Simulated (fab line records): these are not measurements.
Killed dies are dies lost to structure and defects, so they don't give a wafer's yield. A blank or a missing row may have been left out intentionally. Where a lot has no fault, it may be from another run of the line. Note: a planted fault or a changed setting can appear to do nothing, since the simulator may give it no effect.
Comparing a struck lot with a sound one :: flow sky130 :: 16 out of 708 route steps
Sound: wafers L509.2, L509.5, L509.6. The struck wafers were L502.1, L502.4, L502.5. The cause comes at the end.
Each step with rows lists, per side, the tool, then ch with its chambers, then its first start. Under that, the readings that differ: sound wafers :: struck wafers :: difference of the means :: sigmas: that difference in standard deviations of wafers without a fault.
alike: a reading whose means differ by less than 2 such deviations, as well as words and numbers matching on both sides. not compared: withheld readings; readings where some wafer has no value; bounds like >300 that might hide an equal value; numbers whose values overlap and for which the record gives no deviation.
The two part at a step that has a row with sigmas, a row that says differs or no value, or rows on one side only. Numbers that have no deviation but don't overlap get no sigmas and don't part them. Lack of a reading on every wafer of one side parts them only where that side has two or more wafers.

SKY_CAPM_THK_MEAS_01:
  sound on film_metro-02, day 42 05:07; struck on film_metro-04, day 40 09:46
  alike: CAPM_CVD_00_THK
SKY_CAPM_SPUTTER_02: material TiN, target thk 200 nm, time 166.7 s.
  sound on pvd_sputter-03, day 42 05:10; struck on pvd_sputter-01, day 40 09:50
  alike: throttle_valve_pct
SKY_CAPM_RS_MEAS_03: measurement is done with a four-point probe.
  sound on film_metro-04, day 42 05:18; struck on film_metro-04, day 40 09:56
  alike: CAPM_TIN_RS
SKY_CAPM_THK_MEAS_04: measures by xrf.
  sound on film_metro-04, day 42 05:25; struck on film_metro-04, day 40 10:04
  alike: CAPM_TIN_THK
then, 7 steps without rows for these wafers: SKY_CAPM_DEHYDRATE_05 (time 60 s); SKY_CAPM_HMDS_06 (prime time 60 s); SKY_CAPM_COAT_07 (resist thk 1140 nm); SKY_CAPM_SOFTBAKE_08 (time 60 s); SKY_CAPM_EXPOSE_09 (exposes mask CAPM, target cd 1000 nm); SKY_CAPM_PEB_10; SKY_CAPM_DEVELOP_11 (develop time 60 s).
SKY_CAPM_OVL_MEAS_12:
  sound on overlay-01, day 43 03:52; struck on overlay-02, day 41 10:31
  alike: CAPM_OVL
SKY_CAPM_METAL_ETCH_13: etches TiN in Cl2/BCl3, stops on SiO2, target depth 220 nm, time 62.9 s.
  sound on rie_metal-04 ch 0, day 43 03:55; struck on rie_metal-03 ch 0,1, day 41 10:32
reading: rf_fwd_power_W (W)
sound: 895 893 891
struck: 746 753 746
difference: -145
sigmas: -43

reading: model.NOVOLAK_of_CAPM_COAT_07.thk_nm (nm)
sound: 990.4 992.7 994.1
struck: 1012 1008 1009
difference: +17
sigmas: 
  alike: bias_w, drypump_motor_current_A, oes_product_au, throttle_valve_pct
  not compared: rf_hours_counter_h
SKY_CAPM_STRIP_14: strips in O2/N2.
  sound on plasma_asher-03 ch 0,1, day 43 04:03; struck on plasma_asher-03 ch 0,1, day 41 10:37
reading: strip_time_to_endpoint_s (s)
sound: 12.60 12.64 12.66
struck: 12.78 12.83 12.84
difference: +0.18
sigmas: +4
  alike: drypump_motor_current_A, n2_flow_sccm, oes_product_au
  not compared: rf_hours_counter_h
then, 1 step without rows for these wafers: SKY_CAPM_STRIP_15 (strips in post etch residue remover, time 1200 s).
-- the record jumps here: 8 days lie between the struck wafers' starts before and after (it left off in module CAPM and takes up again in module PAD_OPEN, whose first step shown is number 708 of the route) --
SKY_PAD_OPEN_PROBE_99:
  sound on prober-02, day 50 05:55; struck on prober-01, day 48 23:41
reading: model.etest.tester.sort_n_pass
sound: 408 416 405
struck: 372 316 360
difference: -60
sigmas: 

reading: model.etest.tester.sort_yield_pct (%)
sound: 82.93 84.55 82.32
struck: 75.61 64.23 73.17
difference: -12.26
sigmas: 

reading: model.etest.tester.sort_bin_5_pct (%)
sound: 8.333 8.13 10.77
struck: 15.04 29.88 19.72
difference: +12.47
sigmas: 

reading: model.etest.via3_chain.rc_ohm
sound: 9.24 9.265 9.195
struck: 11.06 15.69 13.22
difference: +4.09
sigmas: 

reading: model.etest.cap_mim.leak_log10_a_cm2
sound: -8.793 -8.96 -8.958
struck: -6.283 -4.977 -5.675
difference: +3.259
sigmas: 

reading: model.etest.tester.sort_bin_8_pct (%)
sound: 0 0 0
struck: 8.694e-09 4.598e-08 1.922e-07
difference: +8.229e-08
sigmas: 
  alike: defect_limited_yield, killed_at_M0_to_M3, killed_at_M4_up, killed_at_contacts, killed_at_front_end, killed_at_other, killed_dies, killed_open, killed_short, model.etest.tester.sort_bin_4_pct

== WHERE THEY PART ==
First at SKY_CAPM_METAL_ETCH_13; last, within this record, at SKY_CAPM_STRIP_14. Later steps at which nothing parts them and some readings are alike: SKY_PAD_OPEN_PROBE_99.

WHY: what the simulator had put in
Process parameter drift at SKY_CAPM_METAL_ETCH_13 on rie_metal-03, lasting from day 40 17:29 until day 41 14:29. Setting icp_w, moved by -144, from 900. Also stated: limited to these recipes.
